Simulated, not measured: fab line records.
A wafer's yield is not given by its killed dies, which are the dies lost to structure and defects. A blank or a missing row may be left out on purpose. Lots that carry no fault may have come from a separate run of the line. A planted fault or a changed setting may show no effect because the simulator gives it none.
Which tool did it?	flow gf180mcu	18 wafers from 6 lots sampled at 2 of the route's 602 steps

== WHAT THE GAUGES SHOWED, per wafer ==
GF_STI_THK_MEAS_04.
lot	measured	on	STI_CVD_03_THK (nm)
L228	day 1 18:34	filmMetro-03	205.6 206.5 205.4
L230	day 2 04:34	filmMetro-03	206.9 208.6 206.0
L232	day 2 16:43	filmMetro-03	415.2 414.0 416.4
L244	day 5 02:34	filmMetro-01	211.7 208.8 210.1
L246	day 5 15:02	filmMetro-03	208.4 206.4 207.8
L249	day 6 03:56	filmMetro-03	205.3 204.6 202.9

== WHAT TOOL EACH LOT RAN ON (gives the tool, then ch and the chambers of the sampled wafers, and finally the start) ==
lot	GF_STI_CVD_03
L228	lpcvd-02 ch 0, day 1 16:34
L230	lpcvd-02 ch 1, day 2 02:34
L232	lpcvd-01 ch 0, day 2 12:34
L244	lpcvd-02 ch 0, day 5 00:34
L246	lpcvd-01 ch 0, day 5 10:34
L249	lpcvd-01 ch 0, day 6 01:56
- GF_STI_CVD_03: deposits Si3N4 from DCS/NH3, target thk 207.16 nm, time 3551 s.

== THE ANSWER, worked out from the rows above alone ==
Rule: the usual values come from the lots themselves. The widest of any qualifying gaps counts: lots, ordered by their means at a reading, are off when they make up no more than a third of the lots, leave a main group of 4 or more, and stand apart from it by 3 or more times the standard deviation of that group's means. If all means in a main group match to the digits the tables above print for the reading, that group is not used. A lot without any number at a reading at which 4 lots or more have one is off too. Where the step has rows for the other lots, those lots are counted as sound.
Off: at GF_STI_THK_MEAS_04 (STI_CVD_03_THK), L232. Mean 207.0 nm and standard deviation 2 in the main group.
If a tool, at a process step before that reading, ran all the lots that are off and no sound lot after the first of them, it fits. Those tools and the gauges at GF_STI_THK_MEAS_04 are tried in the same way. Not one of the candidates tried fits.

== WHAT THE SIMULATOR HAD INSERTED ==
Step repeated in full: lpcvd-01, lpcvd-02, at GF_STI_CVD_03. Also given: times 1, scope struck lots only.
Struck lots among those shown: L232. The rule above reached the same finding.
